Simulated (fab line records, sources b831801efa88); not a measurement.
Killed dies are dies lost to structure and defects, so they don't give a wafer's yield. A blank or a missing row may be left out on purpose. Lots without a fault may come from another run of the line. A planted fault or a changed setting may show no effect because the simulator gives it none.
Chamber matching | flow gf180mcu | GF_CONTACT_CMP_04 on cmp-02: 4 sister chambers
The step polishes SiO2. 18 wafers are shown with their chamber, then 9 later ones without.

WAFERS WITH THEIR CHAMBER
wafer  | chamber | motor_current_A (A) | time_to_endpoint_s (s)
L973.1 | 1       | 10.7                | 111
L973.2 | 0       | 12.7                | 107
L973.5 | 2       | 11.0                | 106
L974.2 | 0       | 11.7                | 101
L974.5 | 2       | 11.0                | 106
L974.6 | 1       | 11.2                | 109
L975.2 | 3       | 12.0                | 109
L975.3 | 2       | 10.8                | 105
L975.5 | 0       | 12.6                | 119
L977.3 | 0       | 12.5                | 110
L977.4 | 3       | 12.3                | 110
L977.5 | 0       | 12.6                | 118
L978.1 | 3       | 12.8                | 106
L978.5 | 1       | 11.7                | 108
L978.6 | 0       | 12.3                | 109
L981.1 | 1       | 11.5                | 111
L981.2 | 0       | 12.4                | 111
L981.3 | 3       | 11.7                | 116

SIGNATURES (means of the wafers above)
reading            | chamber 0 | chamber 1 | chamber 2 | chamber 3 | scatter within a chamber
motor_current_A    | 12.400    | 11.275    | 10.933    | 12.200    | 0.372
time_to_endpoint_s | 110.71    | 109.75    | 105.67    | 110.25    | 4.58
Rule: a wafer's distance from a chamber is the root of the sum, over the readings, of the square of ((its reading less the chamber's mean) divided by the reading's scatter). The wafer belongs to the nearest chamber; if the next one is less than 2 further off, it can't be placed. The scatter: the root of (the sum of the squares of (reading less its chamber's mean) over the shown wafers, divided by (wafers less chambers)).

WAFERS WITHOUT THEIR CHAMBER
wafer  | motor_current_A (A) | time_to_endpoint_s (s)
L987.2 | 11.1                | 112
L987.4 | 11.6                | 123
L987.5 | 11.0                | 119
L989.1 | 11.9                | 117
L989.2 | 13.1                | 123
L989.3 | 11.7                | 116
L991.2 | 12.1                | 113
L991.3 | 12.2                | 115
L991.5 | 11.4                | 116

WHICH CHAMBER EACH WENT THROUGH
wafer  | from the rows above               | in truth
L987.2 | can't be placed: 1 or 2           | 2
L987.4 | can't be placed: 1 or 3 or 0 or 2 | 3
L987.5 | can't be placed: 1 or 2 or 3      | 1
L989.1 | can't be placed: 3 or 0 or 1 or 2 | 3
L989.2 | can't be placed: 0 or 3           | 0
L989.3 | can't be placed: 1 or 3 or 0 or 2 | 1
L991.2 | can't be placed: 3 or 0 or 1      | 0
L991.3 | can't be placed: 3 or 0 or 1      | 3
L991.5 | can't be placed: 1 or 3 or 2 or 0 | 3
Placed correctly: 0 of 9. Can't be placed from these rows: 9 (the true chamber is among the candidates in 9). Placed wrongly: 0.
